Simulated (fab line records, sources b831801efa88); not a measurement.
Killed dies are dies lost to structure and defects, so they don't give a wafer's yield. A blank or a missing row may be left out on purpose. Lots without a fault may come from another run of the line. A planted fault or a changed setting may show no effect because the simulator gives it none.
Chamber matching | flow gf180mcu | GF_CONTACT_ETCH_16 on rie_diel-03: 4 sister chambers
The step etches BARC in N2/H2. 4 wafers are shown with their chamber, then 7 later ones without.

WAFERS WITH THEIR CHAMBER
wafer  | chamber | throttle_valve_pct (%)
L184.5 | 2       | 13.216
L184.6 | 1       | 13.220
L187.4 | 0       | 13.214
L189.4 | 3       | 13.214

WAFERS WITHOUT THEIR CHAMBER
wafer  | throttle_valve_pct (%)
L189.5 | 13.238
L198.1 | 13.232
L198.2 | 13.230
L198.6 | 13.227
L200.1 | 13.216
L200.3 | 13.244
L200.4 | 13.216

WHICH CHAMBER EACH WENT THROUGH
wafer  | from the rows above               | in truth
L189.5 | can't be placed: 1 or 2 or 0 or 3 | 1
L198.1 | can't be placed: 1 or 2 or 0 or 3 | 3
L198.2 | can't be placed: 1 or 2 or 0 or 3 | 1
L198.6 | can't be placed: 1 or 2 or 0 or 3 | 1
L200.1 | can't be placed: 2 or 0 or 3 or 1 | 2
L200.3 | can't be placed: 1 or 2 or 0 or 3 | 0
L200.4 | can't be placed: 2 or 0 or 3 or 1 | 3
Placed correctly: 0 of 7. Can't be placed from these rows: 7 (the true chamber is among the candidates in 7). Placed wrongly: 0.
How it was worked out, from the rows above alone: a wafer's distance from a chamber is the root of the sum, over the readings, of the square of ((its reading less the chamber's mean) divided by the reading's scatter). The wafer belongs to the nearest chamber; if the next one is less than 2 further off, it can't be placed. A chamber's mean is the mean of its shown wafers. The scatter: with one shown wafer a chamber, the root of the mean of the squares of how far each hidden wafer lies from its nearest shown one.
